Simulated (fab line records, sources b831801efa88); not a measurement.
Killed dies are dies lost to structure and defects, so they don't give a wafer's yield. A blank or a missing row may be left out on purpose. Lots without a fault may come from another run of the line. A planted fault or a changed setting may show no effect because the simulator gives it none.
Chamber matching | flow sfq_line | SFQ_TRILAYER_L0_VIA_ETCH_VIA_ETCH_016 on rie_diel-04: 4 sister chambers
The step etches SiO2 in CHF3, stops on MoNx KI, target depth 80 nm. 4 wafers are shown with their chamber, then 6 later ones without.

WAFERS WITH THEIR CHAMBER
wafer  | chamber | bias_w (W)
L143.1 | 0       | 79.84
L144.3 | 3       | 80.02
L145.5 | 2       | 80.27
L145.6 | 1       | 79.81

WAFERS WITHOUT THEIR CHAMBER
wafer  | bias_w (W)
L147.2 | 79.70
L147.3 | 80.20
L147.6 | 79.98
L148.1 | 79.94
L148.2 | 79.92
L148.4 | 80.18

WHICH CHAMBER EACH WENT THROUGH
wafer  | from the rows above          | in truth
L147.2 | can't be placed: 1 or 0      | 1
L147.3 | can't be placed: 2 or 3      | 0
L147.6 | can't be placed: 3 or 0 or 1 | 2
L148.1 | can't be placed: 3 or 0 or 1 | 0
L148.2 | can't be placed: 0 or 3 or 1 | 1
L148.4 | can't be placed: 2 or 3      | 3
Placed correctly: 0 of 6. Can't be placed from these rows: 6 (the true chamber is among the candidates in 4). Placed wrongly: 0.
How it was worked out, from the rows above alone: a wafer's distance from a chamber is the root of the sum, over the readings, of the square of ((its reading less the chamber's mean) divided by the reading's scatter). The wafer belongs to the nearest chamber; if the next one is less than 2 further off, it can't be placed. A chamber's mean is the mean of its shown wafers. The scatter: with one shown wafer a chamber, the root of the mean of the squares of how far each hidden wafer lies from its nearest shown one.
